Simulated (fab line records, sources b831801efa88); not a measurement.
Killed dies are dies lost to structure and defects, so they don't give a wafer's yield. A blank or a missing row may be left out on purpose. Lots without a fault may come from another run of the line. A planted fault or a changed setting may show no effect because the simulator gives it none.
fab line records | flow gf180mcu
record lots=6 wafers=18 last_day=34
route steps=602 shown LVPWELL@64 MVSD@66 MVPSD@78 VT_IMPLANT@90
lots that met no fault: from a run of the same line without faults
start_h: hours from the record's first day to the start of the lot's first wafer shown | wait_h: hours since the lot's step before | " the same as in the row above | L1.1+2: a row that stands for several wafers | - no value, or no start given | * or withheld: withheld | < > ~ a bound
route shown NAME@n: a module of which the file shows steps, and the number in the route of the first | usual: mean/standard deviation of fault-free wafers | same: alike in all rows | chamber/n: place in a boat | sites: the reading at each site | _std_site: their standard deviation | _edge_site: outer sites' mean less inner sites' | radius_mm: how far each site lies from the wafer's centre | mask NAME#n: copy n | behind: the tool/chamber that last shaped the wafer | hold: why the lot was held/for how many hours/how that ended | device: the transistor (n, p or np) that didn't switch | end of line: the same wafers' tests at the end of the route | a step without rows: its recipe alone | killed: dies lost to structure and defects at the first sort, not the wafer's yield | map: a wafer's dies, x killed, . not, _ none there
set.NAME: the setting as run; set.NAME@STEP: as run at that earlier step | model.NAME: the simulator's own value behind a step, which no gauge read
lots at some steps of the route; a table a step, a row a wafer
services: from which hour (start_h, from the record's first day; less than 0 if before it) a tool's chamber was out of use, for how many hours, and why
## steps
# step GF_LVPWELL_STRIP_10
# recipe chemistry=O2/N2 power_w=1400 pressure_mtorr=1500 platen_temp_c=250 o2_flow_sccm=3000 n2_flow_sccm=300 overash_fraction=0.5
# usual chamber_pressure_mTorr=1500.3/1.4 drypump_motor_current_A=5.5/0.61 heater_power_w=343/43 oes_product_au=0.723/0.0047 strip_time_to_endpoint_s=37.01/0.09
# columns lot.wafer tool chamber start_h wait_h chamber_pressure_mTorr drypump_motor_current_A heater_power_w oes_product_au rf_hours_counter_h strip_time_to_endpoint_s
L216.1 plasma_asher-03 0 68.45 0.1 1499.6 4.9 346 0.724 21 36.95
L216.4 " 0 " " 1500.2 4.9 346 0.724 - 36.91
L216.5 " 1 " " 1501.1 5.9 288 0.720 - 36.88
L223.1 plasma_asher-02 0 108.45 0.1 1499.2 6.3 343 0.719 47 37.02
L223.2 " 1 " " 1500.6 5.8 314 0.724 47 36.99
L223.5 " 1 " " 1499.9 5.9 319 0.718 - 37.06
L224.1 plasma_asher-04 0 113.95 0.1 1498.9 4.6 320 0.724 50 36.99
L224.2 " 1 " " 1499.5 5.6 418 0.710 50 36.98
L224.5 " 1 " " 1500.3 5.7 422 0.727 - 36.94
L233.1 plasma_asher-04 1 164.41 0.1 1500.3 5.7 405 0.730 56 37.09
L233.2 " 0 " " 1500.0 4.6 311 0.721 56 37.04
L233.5 " 1 " " 1499.2 5.7 412 0.729 - 37.13
L236.1 plasma_asher-04 1 181.56 0.1 1499.5 5.7 397 0.725 57 37.13
L236.3 " 0 " " 1496.8 4.6 313 0.721 - 37.25
L236.6 " 1 " " 1499.9 5.7 413 0.724 - 36.95
L239.4 plasma_asher-02 1 198.70 0.1 1503.6 5.9 330 0.721 - 36.93
L239.5 " 1 " " 1500.7 5.8 333 0.727 - 36.93
L239.6 " 0 " " 1499.2 6.3 316 0.715 - 36.99
# step GF_LVPWELL_TW_MEAS_11
# usual LVPWELL_TW=561/3.8
# columns lot.wafer tool chamber start_h wait_h LVPWELL_TW
L216.1 film_metro-04 - 68.55 0.1 560
L216.4 " - " " 559
L216.5 " - " " 558
L223.1 film_metro-04 - 108.55 0.1 554
L223.2 " - " " 559
L223.5 " - " " 558
L224.1 film_metro-04 - 114.05 0.1 556
L224.2 " - " " 559
L224.5 " - " " 558
L233.1 film_metro-04 - 164.51 0.1 559
L233.2 " - " " 559
L233.5 " - " " 557
L236.1 film_metro-01 - 181.66 0.1 562
L236.3 " - " " 566
L236.6 " - " " 564
L239.4 film_metro-04 - 198.80 0.1 559
L239.5 " - " " 559
L239.6 " - " " 561
# step GF_MVSD_DEHYDRATE_00
# recipe temp_c=200 time_s=60
# step GF_MVSD_HMDS_01
# recipe prime_time_s=60 prime_temp_c=120
# step GF_MVSD_COAT_02
# recipe spin_rpm=2000 resist_thk_nm=3000
# step GF_MVSD_SOFTBAKE_03
# recipe temp_c=110 time_s=withheld
# step GF_MVSD_EXPOSE_04
# recipe mask_id=MVSD target_cd_nm=1000 na=0.6 source_shape=conventional sigma_outer=0.6 dose_mj=260
# step GF_MVSD_PEB_05
# recipe temp_c=115 time_s=withheld
# step GF_MVSD_DEVELOP_06
# recipe wall_angle_deg=90 develop_time_s=61.22 dev_temp_c=23
# step GF_MVSD_OVL_MEAS_07
# usual MVSD_OVL=-0.7/1.4
# columns lot.wafer tool chamber start_h wait_h MVSD_OVL[nm]
L216.1 overlay-01 - 81.43 - -0.3
L216.4 " - " " -0.7
L216.5 " - " " -0.1
L223.1 overlay-02 - 122.37 - 0.0
L223.2 " - " " 0.5
L223.5 " - " " -1.0
L224.1 overlay-02 - 128.23 - 0.1
L224.2 " - " " -1.3
L224.5 " - " " -1.7
L233.1 overlay-01 - 180.74 - 0.6
L233.2 " - " " 0.1
L233.5 " - " " -0.7
L236.1 overlay-02 - 197.98 - 2.4
L236.3 " - " " 0.1
L236.6 " - " " 0.6
L239.4 overlay-01 - 216.35 - 0.0
L239.5 " - " " -0.7
L239.6 " - " " -2.5
# step GF_MVSD_IMPLANT_08
# recipe species=P energy_kev=400 dose_cm2=1.6e+13 tilt_deg=0
# step GF_MVSD_IMPLANT_09
# recipe species=P energy_kev=100 dose_cm2=5e+12 tilt_deg=0
# step GF_MVSD_STRIP_10
# recipe chemistry=O2/N2 power_w=1400 pressure_mtorr=1500 platen_temp_c=250 o2_flow_sccm=3000 n2_flow_sccm=300 overash_fraction=0.5
# usual chamber_pressure_mTorr=1499.9/1.4 drypump_motor_current_A=5.5/0.59 heater_power_w=350/35 oes_product_au=0.722/0.0046 strip_time_to_endpoint_s=37.00/0.083
# columns lot.wafer tool chamber start_h wait_h chamber_pressure_mTorr drypump_motor_current_A heater_power_w oes_product_au rf_hours_counter_h strip_time_to_endpoint_s model.coat_of_MVSD_COAT_02.thk_nm
L216.1 plasma_asher-01 1 81.77 0.1 1499.7 4.9 338 0.721 41 37.02 0
L216.4 " 1 " " 1498.7 4.9 347 0.715 - 37.00 0
L216.5 " 1 " " 1502.5 4.9 345 0.718 - 37.12 0
L223.1 plasma_asher-02 1 122.71 0.1 - - - - - - 3001
L223.2 " 0 " " - - - - - - 3000
L223.5 " 1 " " - - - - - - 3002
L224.1 plasma_asher-04 1 128.57 0.1 - - - - - - 2997
L224.2 " 0 " " - - - - - - 3002
L224.5 " 1 " " - - - - - - 3011
L233.1 plasma_asher-01 1 181.07 0.1 1500.0 4.9 339 0.714 52 37.08 0
L233.2 " 0 " " 1501.4 5.9 371 0.715 52 37.01 0
L233.5 " 0 " " 1501.2 5.9 383 0.720 - 37.13 0
L236.1 plasma_asher-04 0 198.32 0.1 1499.4 4.6 318 0.724 59 37.02 0
L236.3 " 1 " " 1499.2 5.7 422 0.718 - 37.05 0
L236.6 " 1 " " 1499.8 5.7 423 0.727 - 37.04 0
L239.4 plasma_asher-04 0 216.71 0.1 1500.5 4.6 308 0.715 - 36.94 0
L239.5 " 0 " " 1498.6 4.6 314 0.715 - 37.02 0
L239.6 " 1 " " 1499.6 5.7 411 0.716 - 36.83 0
# step GF_MVSD_TW_MEAS_11
# usual MVSD_TW=1587/13
# columns lot.wafer tool chamber start_h wait_h MVSD_TW
L216.1 film_metro-04 - 81.87 0.1 1578
L216.4 " - " " 1570
L216.5 " - " " 1571
L223.1 film_metro-04 - 122.81 0.1 1573
L223.2 " - " " 1572
L223.5 " - " " 1570
L224.1 film_metro-02 - 128.67 0.1 1599
L224.2 " - " " 1599
L224.5 " - " " 1602
L233.1 film_metro-01 - 181.17 0.1 1591
L233.2 " - " " 1600
L233.5 " - " " 1597
L236.1 film_metro-01 - 198.42 0.1 1600
L236.3 " - " " 1586
L236.6 " - " " 1584
L239.4 film_metro-02 - 216.80 0.1 1619
L239.5 " - " " 1613
L239.6 " - " " 1605
# step GF_MVPSD_DEHYDRATE_00
# recipe temp_c=200 time_s=60
# step GF_MVPSD_HMDS_01
# recipe prime_time_s=60 prime_temp_c=120
# step GF_MVPSD_COAT_02
# recipe spin_rpm=2000 resist_thk_nm=3000
# step GF_MVPSD_SOFTBAKE_03
# recipe temp_c=110 time_s=withheld
# step GF_MVPSD_EXPOSE_04
# recipe mask_id=MVPSD target_cd_nm=1000 na=0.6 source_shape=conventional sigma_outer=0.6 dose_mj=260
# step GF_MVPSD_PEB_05
# recipe temp_c=115 time_s=withheld
# step GF_MVPSD_DEVELOP_06
# recipe wall_angle_deg=90 develop_time_s=60 dev_temp_c=23
# step GF_MVPSD_OVL_MEAS_07
# usual MVPSD_OVL=0.1/1.3
# columns lot.wafer tool chamber start_h wait_h MVPSD_OVL[nm]
L216.1 overlay-02 - 95.97 - 2.4
L216.4 " - " " 0.3
L216.5 " - " " 2.4
L223.1 overlay-01 - 137.47 - -0.4
L223.2 " - " " -0.4
L223.5 " - " " -0.3
L224.1 overlay-02 - 144.52 - -1.1
L224.2 " - " " -1.0
L224.5 " - " " -2.4
L233.1 overlay-02 - 197.27 - -2.9
L233.2 " - " " -0.6
L233.5 " - " " -1.8
L236.1 overlay-02 - 216.12 - 0.2
L236.3 " - " " 1.3
L236.6 " - " " 1.9
L239.4 overlay-01 - 234.84 - -1.1
L239.5 " - " " -1.0
L239.6 " - " " -0.7
# step GF_MVPSD_IMPLANT_08
# recipe species=B energy_kev=170 dose_cm2=1.5e+13 tilt_deg=0
# step GF_MVPSD_IMPLANT_09
# recipe species=B energy_kev=40 dose_cm2=5e+12 tilt_deg=0
# step GF_MVPSD_STRIP_10
# recipe chemistry=O2/N2 power_w=1400 pressure_mtorr=1500 platen_temp_c=250 o2_flow_sccm=3000 n2_flow_sccm=300 overash_fraction=0.5
# usual chamber_pressure_mTorr=1499.8/1.3 drypump_motor_current_A=5.6/0.52 heater_power_w=330/27 oes_product_au=0.722/0.0045 strip_time_to_endpoint_s=37.02/0.11
# columns lot.wafer tool chamber start_h wait_h chamber_pressure_mTorr drypump_motor_current_A heater_power_w oes_product_au rf_hours_counter_h strip_time_to_endpoint_s
L216.1 plasma_asher-02 1 96.30 0.1 1500.4 5.9 318 0.727 46 36.96
L216.4 " 0 " " 1500.0 6.4 348 0.716 - 36.99
L216.5 " 1 " " 1498.3 5.9 316 0.725 - 36.91
L223.1 plasma_asher-03 0 137.80 0.1 1501.2 5.0 361 0.741 28 81.14
L223.2 " 1 " " 1500.1 5.9 295 0.747 28 81.25
L223.5 " 0 " " 1501.6 5.0 350 0.736 - 81.19
L224.1 plasma_asher-01 0 144.85 0.1 1499.9 5.9 377 0.743 48 81.28
L224.2 " 1 " " 1501.9 4.9 336 0.739 48 81.38
L224.5 " 0 " " 1498.6 5.9 379 0.744 - 81.54
L233.1 plasma_asher-02 0 197.61 0.1 1499.7 6.4 319 0.723 7 37.05
L233.2 " 1 " " 1500.5 5.9 332 0.728 7 36.83
L233.5 " 0 " " 1500.2 6.4 326 0.724 - 37.02
L236.1 plasma_asher-01 1 216.46 0.1 1500.2 4.9 340 0.728 54 37.10
L236.3 " 1 " " 1501.8 4.9 344 0.724 - 36.97
L236.6 " 0 " " 1498.2 5.9 376 0.712 - 36.95
L239.4 plasma_asher-02 0 235.19 0.1 1501.1 6.3 329 0.726 - 36.80
L239.5 " 0 " " 1498.1 6.3 327 0.715 - 36.82
L239.6 " 1 " " 1500.4 5.9 320 0.716 - 36.90
# step GF_MVPSD_TW_MEAS_11
# usual MVPSD_TW=554/3.6
# columns lot.wafer tool chamber start_h wait_h MVPSD_TW
L216.1 film_metro-01 - 96.40 0.1 560
L216.4 " - " " 555
L216.5 " - " " 558
L223.1 film_metro-02 - 137.90 0.1 31
L223.2 " - " " 30
L223.5 " - " " 30
L224.1 film_metro-04 - 144.95 0.1 30
L224.2 " - " " 30
L224.5 " - " " 30
L233.1 film_metro-04 - 197.71 0.1 553
L233.2 " - " " 554
L233.5 " - " " 551
L236.1 film_metro-01 - 216.56 0.1 558
L236.3 " - " " 557
L236.6 " - " " 556
L239.4 film_metro-04 - 235.29 0.1 551
L239.5 " - " " 551
L239.6 " - " " 549
# step GF_VT_IMPLANT_DEHYDRATE_00
# recipe temp_c=200 time_s=60
## services
# columns tool chamber start_h hours kind
plasma_asher-02 - 55.66 1.8 repair
plasma_asher-01 - 74.25 1.8 repair
plasma_asher-01 - 78.71 2.5 repair
plasma_asher-02 - 108.75 9.0 pm
plasma_asher-02 0 108.75 9.0 vent_cycle
plasma_asher-02 1 108.75 9.0 vent_cycle
plasma_asher-02 0 117.75 - clean
plasma_asher-02 1 117.75 - clean
plasma_asher-02 - 135.41 7.3 repair
plasma_asher-02 - 142.75 2.8 pm
plasma_asher-03 - 145.94 1.1 repair
plasma_asher-01 - 198.46 15.6 pm
plasma_asher-02 - 208.41 3.9 pm
plasma_asher-01 - 218.69 1.0 repair
## key
first_sign step=GF_MVSD_STRIP_10 reading=tool_record direction=missing
effect step=GF_MVPSD_STRIP_10 reading=strip_time_to_endpoint_s direction=up sigmas=99+ usual=* struck=*
effect step=GF_MVPSD_TW_MEAS_11 reading=MVPSD_TW direction=down sigmas=99+ usual=554 struck=30
model_effect step=GF_MVSD_STRIP_10 value=coat_of_MVSD_COAT_02.thk_nm without=0 struck=3002
met_at GF_MVSD_STRIP_10
struck_wafers L223.1,L223.2,L223.5,L224.1,L224.2,L224.5
sort_left_out L223.1,L223.2,L223.5,L224.1,L224.2,L224.5
tester_left_out L223,L224
fault kind=skipped_step_whole tool=plasma_asher-02,plasma_asher-04 chamber=- onset_h=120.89 steps=GF_MVSD_STRIP_10 scope=struck_lots_only
# tester_left_out: of these lots the tester's yield and bins aren't shown, on N5 and GAA mostly nor the transistor test; their killed dies are dies lost to structure and defects alone, not to doping, threshold or leakage, so they don't give the yield
# sort_left_out: the simulated sort isn't trusted on such a fault, so these wafers' sort isn't shown, and their yield isn't known
